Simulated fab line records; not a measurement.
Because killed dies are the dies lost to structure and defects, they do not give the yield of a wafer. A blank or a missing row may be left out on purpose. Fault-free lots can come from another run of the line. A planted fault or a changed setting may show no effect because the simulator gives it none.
fab line records ; flow sky130
record: lots: 9; wafers: 27; last_day: 49
route steps=708 shown FIELD_ISO@28 NWELL@78 PWDE@84 VT_ADJUST_HVTP@92 PAD_OPEN@708
lots untouched by any fault: they come from a run of this same line in which no faults occurred
start_h: the number of hours between the record's first day and the start of the first shown wafer of the lot ; wait_h: hours from the lot's prior step to this one ; " same as the row above ; L1.1+2: a single row standing in for several wafers ; - either no value or no given start ; * or withheld: withheld ; < > ~ a bound
route shown NAME@n: a module of which the file shows steps, and the number in the route of the first ; usual: the fault-free wafers' mean and standard deviation ; same: alike in all rows ; chamber/n: place in a boat ; sites: the reading at each site ; _std_site: standard deviation across them ; _edge_site: the outer-site mean with the inner-site mean subtracted ; radius_mm: for every site, how far away it sits from the centre of the wafer ; mask NAME#n: copy n ; behind: the tool/chamber that last shaped the wafer ; hold: reason for holding the lot/hours on hold/outcome of the hold ; device: whichever transistor did not switch (one of n, p or np) ; end of line: the same wafers' tests at the end of the route ; where a step has no rows: the recipe by itself ; killed: at the first sort, the dies lost to defects and structure; wafer yield is something else ; map: the dies of a wafer, with x for killed, . for not killed, _ for no die there
set.NAME: the run value of the setting; set.NAME@STEP: its run value at that earlier step ; model.NAME: the simulator's own value behind a step, which no gauge read
the route's steps for a sample of lots (tables are steps, rows are wafers)
services: from which hour (start_h, from the record's first day; less than 0 if before it) a tool's chamber was out of use, for how many hours, and why
== steps ==
step: SKY_FIELD_ISO_CMP_27
recipe: stop_on: Si3N4; t_overpolish_s: 16; down_force_psi: 4; platen_rpm: 60; target_thk_nm: 457.8; pad_velocity_m_s: 0.94248
usual: motor_current_A: 12.0/1.1; overpolish_run_s: 15.999/0.0093; platen_rpm: 60.01/0.035; slurry_flow_ml_min: 149.9/0.43; time_to_endpoint_s: 111/3.2
lot.wafer;tool;chamber;start_h;wait_h;motor_current_A;overpolish_run_s;platen_rpm;slurry_flow_ml_min;time_to_endpoint_s
L200.4;cmp-01;0;35.83;0.0;12.6;16.010;59.96;149.9;111
L200.2;cmp-01;1;35.83;0.0;10.4;15.987;60.01;149.8;114
L200.6;cmp-01;1;35.83;0.0;10.4;16.003;59.97;150.5;110
L201.1;cmp-01;2;42.63;0.0;12.2;16.006;59.99;149.9;116
L201.4;cmp-01;3;42.63;0.0;14.1;15.997;59.98;149.9;113
L201.2;cmp-01;1;42.63;0.0;10.7;16.001;59.98;149.3;113
L202.4;cmp-02;3;45.50;0.0;11.5;16.007;60.02;149.5;106
L202.2;cmp-02;0;45.50;0.0;11.4;16.014;59.99;150.1;106
L202.3;cmp-02;1;45.50;0.0;12.6;15.986;59.98;149.4;105
L203.4;cmp-02;3;51.02;0.1;11.6;16.011;59.98;149.0;107
L203.2;cmp-02;1;51.02;0.1;12.8;15.998;59.95;149.8;111
L203.6;cmp-02;2;51.02;0.1;11.4;16.006;60.06;150.3;107
L204.1;cmp-02;3;53.94;0.1;12.0;16.000;60.01;149.6;108
L204.5;cmp-02;1;53.94;0.1;12.3;15.983;60.00;149.3;111
L204.6;cmp-02;2;53.94;0.1;11.6;16.006;60.04;149.2;107
L205.4;cmp-01;2;59.73;0.1;11.9;16.006;60.06;150.2;112
L205.6;cmp-01;0;59.73;0.1;12.4;16.004;60.03;150.0;110
L205.5;cmp-01;1;59.73;0.1;10.4;16.019;60.04;150.0;108
L206.2;cmp-01;3;66.52;0.0;14.4;16.005;60.06;149.6;115
L206.1;cmp-01;1;66.52;0.0;10.7;16.001;60.02;149.9;113
L206.5;cmp-01;3;66.52;0.0;14.2;15.987;60.03;150.1;117
L216.1;cmp-01;2;116.46;0.1;11.9;15.981;59.94;150.4;109
L216.4;cmp-01;0;116.46;0.1;12.3;16.002;60.02;150.1;58
L216.6;cmp-01;1;116.46;0.1;10.3;15.996;60.00;150.1;107
L219.2;cmp-02;2;131.12;0.1;11.7;15.993;60.02;149.3;105
L219.5;cmp-02;1;131.12;0.1;12.4;16.005;59.99;149.5;106
L219.6;cmp-02;2;131.12;0.1;12.1;16.006;59.97;149.3;110
step: SKY_NWELL_STRIP_25
recipe: chemistry: O2/N2; power_w: 1400; pressure_mtorr: 1500; platen_temp_c: withheld; o2_flow_sccm: 3000; n2_flow_sccm: 300; overash_fraction: 0.5
usual: drypump_motor_current_A: 5.7/0.57; n2_flow_sccm: 300.0/0.84; oes_product_au: 0.723/0.0048; strip_time_to_endpoint_s: 36.89/0.13
lot.wafer;tool;chamber;start_h;wait_h;drypump_motor_current_A;n2_flow_sccm;oes_product_au;rf_hours_counter_h;strip_time_to_endpoint_s
L200.2;plasma_asher-02;0;106.00;0.1;5.1;300.3;0.724;40;36.62
L200.4;plasma_asher-02;1;106.00;0.1;6.4;299.7;0.725;-;36.51
L200.6;plasma_asher-02;0;106.00;0.1;5.0;300.9;0.715;-;36.66
L201.1;plasma_asher-02;0;113.00;0.1;5.1;299.0;0.722;41;37.04
L201.2;plasma_asher-02;1;113.00;0.1;6.4;299.5;0.719;41;36.82
L201.4;plasma_asher-02;0;113.00;0.1;5.1;299.7;0.720;-;36.98
L202.2;plasma_asher-04;0;116.87;0.1;6.0;300.0;0.728;44;36.95
L202.3;plasma_asher-04;0;116.87;0.1;6.0;300.2;0.725;-;36.82
L202.4;plasma_asher-04;1;116.87;0.1;5.7;299.1;0.724;-;36.82
L203.2;plasma_asher-01;1;120.85;0.1;5.2;301.2;0.729;31;36.80
L203.4;plasma_asher-01;1;120.85;0.1;5.2;301.1;0.722;-;36.80
L203.6;plasma_asher-01;1;120.85;0.1;5.2;301.3;0.725;-;36.76
L204.1;plasma_asher-02;0;124.70;0.1;5.1;301.4;0.724;42;36.87
L204.5;plasma_asher-02;0;124.70;0.1;5.1;300.4;0.722;-;36.91
L204.6;plasma_asher-02;1;124.70;0.1;6.4;301.4;0.721;-;36.94
L205.4;plasma_asher-02;0;134.90;0.1;5.1;298.7;0.718;-;37.04
L205.5;plasma_asher-02;0;134.90;0.1;5.1;301.1;0.719;-;37.08
L205.6;plasma_asher-02;1;134.90;0.1;6.4;299.8;0.711;-;37.07
L206.1;plasma_asher-02;1;139.79;0.1;6.4;300.6;0.719;44;37.02
L206.2;plasma_asher-02;0;139.79;0.1;5.1;300.1;0.721;44;36.83
L206.5;plasma_asher-02;1;139.79;0.1;6.4;300.7;0.727;-;37.00
L216.1;plasma_asher-02;0;198.02;0.1;5.1;299.8;0.731;48;36.86
L216.4;plasma_asher-02;1;198.02;0.1;6.4;299.3;0.722;-;36.87
L216.6;plasma_asher-02;0;198.02;0.1;5.1;299.6;0.731;-;36.83
L219.2;plasma_asher-02;1;213.50;0.1;6.4;300.0;0.723;50;36.82
L219.5;plasma_asher-02;0;213.50;0.1;5.1;300.1;0.718;-;36.83
L219.6;plasma_asher-02;1;213.50;0.1;6.4;300.4;0.726;-;36.90
step: SKY_NWELL_RS_MEAS_31
recipe: thk_meas_gauge: four-point-probe
usual: PWDE_RS: 5274/16
lot.wafer;tool;chamber;start_h;wait_h;PWDE_RS[ohm/sq]
L200.2;film_metro-04;-;106.57;0.1;5259
L200.4;film_metro-04;-;106.57;0.1;5278
L200.6;film_metro-04;-;106.57;0.1;5268
L201.1;film_metro-03;-;113.55;0.1;5286
L201.2;film_metro-03;-;113.55;0.1;5270
L201.4;film_metro-03;-;113.55;0.1;5283
L202.2;film_metro-03;-;117.44;0.1;5256
L202.3;film_metro-03;-;117.44;0.1;5270
L202.4;film_metro-03;-;117.44;0.1;5260
L203.2;film_metro-03;-;121.42;0.1;5279
L203.4;film_metro-03;-;121.42;0.1;5300
L203.6;film_metro-03;-;121.42;0.1;5283
L204.1;film_metro-03;-;125.25;0.1;5302
L204.5;film_metro-03;-;125.25;0.1;5278
L204.6;film_metro-03;-;125.25;0.1;5276
L205.4;film_metro-04;-;135.48;0.1;5273
L205.5;film_metro-04;-;135.48;0.1;5278
L205.6;film_metro-04;-;135.48;0.1;5261
L206.1;film_metro-03;-;140.34;0.1;5285
L206.2;film_metro-03;-;140.34;0.1;5272
L206.5;film_metro-03;-;140.34;0.1;5291
L216.1;film_metro-03;-;198.57;0.1;5271
L216.4;film_metro-03;-;198.57;0.1;5267
L216.6;film_metro-03;-;198.57;0.1;5253
L219.2;film_metro-03;-;214.07;0.1;5257
L219.5;film_metro-03;-;214.07;0.1;5272
L219.6;film_metro-03;-;214.07;0.1;5280
step: SKY_VT_ADJUST_HVTP_CD_MEAS_07
recipe: target_cd_nm: 380
usual: cd_nm: 380.8/2.4
lot.wafer;tool;chamber;start_h;wait_h;cd_nm
L200.2;cd_sem-02;-;124.50;0.1;380.0
L200.4;cd_sem-02;-;124.50;0.1;379.9
L200.6;cd_sem-02;-;124.50;0.1;380.6
L201.1;cd_sem-02;-;131.38;0.1;382.7
L201.2;cd_sem-02;-;131.38;0.1;381.8
L201.4;cd_sem-02;-;131.38;0.1;380.8
L202.2;cd_sem-02;-;136.09;0.1;380.9
L202.3;cd_sem-02;-;136.09;0.1;381.4
L202.4;cd_sem-02;-;136.09;0.1;384.5
L203.2;cd_sem-02;-;140.23;0.1;380.7
L203.4;cd_sem-02;-;140.23;0.1;379.5
L203.6;cd_sem-02;-;140.23;0.1;381.0
L204.1;cd_sem-02;-;143.66;0.1;380.5
L204.5;cd_sem-02;-;143.66;0.1;380.9
L204.6;cd_sem-02;-;143.66;0.1;381.8
L205.4;cd_sem-01;-;154.74;0.1;386.0
L205.5;cd_sem-01;-;154.74;0.1;385.0
L205.6;cd_sem-01;-;154.74;0.1;382.7
L206.1;cd_sem-01;-;159.03;0.1;379.9
L206.2;cd_sem-01;-;159.03;0.1;380.3
L206.5;cd_sem-01;-;159.03;0.1;381.4
L216.1;cd_sem-01;-;219.63;0.1;382.6
L216.4;cd_sem-01;-;219.63;0.1;383.1
L216.6;cd_sem-01;-;219.63;0.1;384.7
L219.2;cd_sem-02;-;236.38;0.1;380.3
L219.5;cd_sem-02;-;236.38;0.1;379.6
L219.6;cd_sem-02;-;236.38;0.1;381.8
step: SKY_PAD_OPEN_PROBE_99
usual: killed_at_M0_to_M3: 42/6.8; killed_at_M4_up: 3.2/1.8; killed_at_contacts: 25/5.4; killed_at_front_end: 15/4.5; killed_at_other: 0.3/0.56; killed_dies: 85/9.7; killed_open: 46/7.1; killed_short: 39/6.5
same: gross_dies: 492; killed_at_back_side: 0
lot.wafer;tool;chamber;start_h;wait_h;killed_at_M0_to_M3;killed_at_M4_up;killed_at_contacts;killed_at_front_end;killed_at_other;killed_dies;killed_open;killed_short
L202.2;prober-01;-;1086.53;0.1;46;3;22;14;1;86;43;43
L202.3;prober-01;-;1086.58;0.2;42;4;27;12;0;85;33;52
L202.4;prober-01;-;1086.63;0.2;37;5;22;23;0;87;47;40
L203.2;prober-02;-;1094.68;0.1;31;4;24;15;0;74;38;36
L203.4;prober-02;-;1094.78;0.2;41;5;26;16;0;88;55;33
L203.6;prober-02;-;1094.88;0.2;39;4;21;10;0;74;34;40
killed by level:class
L202.2 CONTACT:geometric_particle:open=10 METAL1:geometric_particle:short=8 VIA1:geometric_particle:open=8 METAL2:geometric_particle:short=8 VIA3:geometric_particle:open=7 LOCAL_INTERCONNECT:geometric_particle:short=4 VIA2:geometric_particle:short=4 FIELD_ISO:geometric_particle:open=3
L202.3 LI_CONTACT:geometric_particle:open=8 METAL2:geometric_particle:short=8 METAL3:geometric_particle:short=7 LI_CONTACT:geometric_particle:short=5 CONTACT:geometric_particle:open=5 CONTACT:geometric_particle:short=5 VIA2:geometric_particle:open=5 LOCAL_INTERCONNECT:geometric_particle:short=4
L202.4 POLY_GATE:geometric_particle:short=7 CONTACT:geometric_particle:open=7 CONTACT:geometric_particle:short=7 LI_CONTACT:geometric_particle:open=6 VIA1:geometric_particle:open=6 METAL2:geometric_particle:open=6 VIA3:geometric_particle:open=6 FIELD_ISO:geometric_particle:open=5
L203.2 CONTACT:geometric_particle:open=9 METAL2:geometric_particle:short=7 LI_CONTACT:geometric_particle:open=6 FIELD_ISO:geometric_particle:short=5 VIA3:geometric_particle:open=5 LOCAL_INTERCONNECT:geometric_particle:short=4 CONTACT:geometric_particle:short=4 POLY_GATE:geometric_particle:open=3
L203.4 CONTACT:geometric_particle:open=11 VIA1:geometric_particle:open=9 VIA2:geometric_particle:open=9 METAL2:geometric_particle:short=7 VIA3:geometric_particle:open=7 LI_CONTACT:geometric_particle:open=6 POLY_GATE:geometric_particle:short=5 FIELD_ISO:geometric_particle:open=4
L203.6 METAL1:geometric_particle:short=7 VIA1:geometric_particle:open=7 CONTACT:geometric_particle:open=6 METAL2:geometric_particle:short=5 VIA3:geometric_particle:open=5 LI_CONTACT:geometric_particle:open=4 POLY_GATE:geometric_particle:short=4 CONTACT:geometric_particle:short=4
== services ==
tool;chamber;start_h;hours;kind
cmp-02;-;17.27;1.5;repair
cmp-01;-;21.42;5.8;pm
cmp-01;-;29.30;1.2;repair
plasma_asher-02;-;35.34;1.6;repair
cmp-02;-;64.00;4.0;pm
cmp-02;-;66.54;2.2;repair
cmp-02;-;68.00;-;consumable_replace:conditioner
cmp-02;-;68.00;-;consumable_replace:pad
plasma_asher-04;-;74.43;5.3;repair
cmp-02;-;93.08;0.6;repair
cmp-02;-;99.18;2.3;repair
plasma_asher-02;-;100.66;4.5;repair
plasma_asher-04;-;103.96;1.4;repair
cmp-02;-;106.13;0.4;repair
cmp-02;-;128.21;0.4;repair
cmp-01;-;158.74;7.6;pm
plasma_asher-02;-;162.67;11.3;repair
plasma_asher-01;-;188.62;6.2;repair
cmp-02;-;192.38;5.3;repair
plasma_asher-02;-;204.79;2.6;repair
cmp-01;-;204.93;14.7;pm
== key ==
first_sign: step: SKY_FIELD_ISO_CMP_27; reading: time_to_endpoint_s; direction: down; sigmas: 16; usual: *; struck: *
effect none on later readings
met_at SKY_FIELD_ISO_CMP_27
struck_lots L216
struck_wafers L216.4
tester_left_out L216
not_acting_at SKY_NWELL_STRIP_25,SKY_NWELL_RS_MEAS_31,SKY_VT_ADJUST_HVTP_CD_MEAS_07
onset_between 59.73 116.46
fault: kind: process_parameter_drift; tool: cmp-01; chamber: 0; onset_h: 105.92; steps: SKY_FIELD_ISO_CMP_27; channel: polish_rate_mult; offset: 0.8; shape: step; end_h: 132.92
tester_left_out: of these lots the tester's yield and bins aren't shown, on N5 and GAA mostly nor the transistor test; their killed dies are dies lost to structure and defects alone, not to doping, threshold or leakage, so they don't give the yield
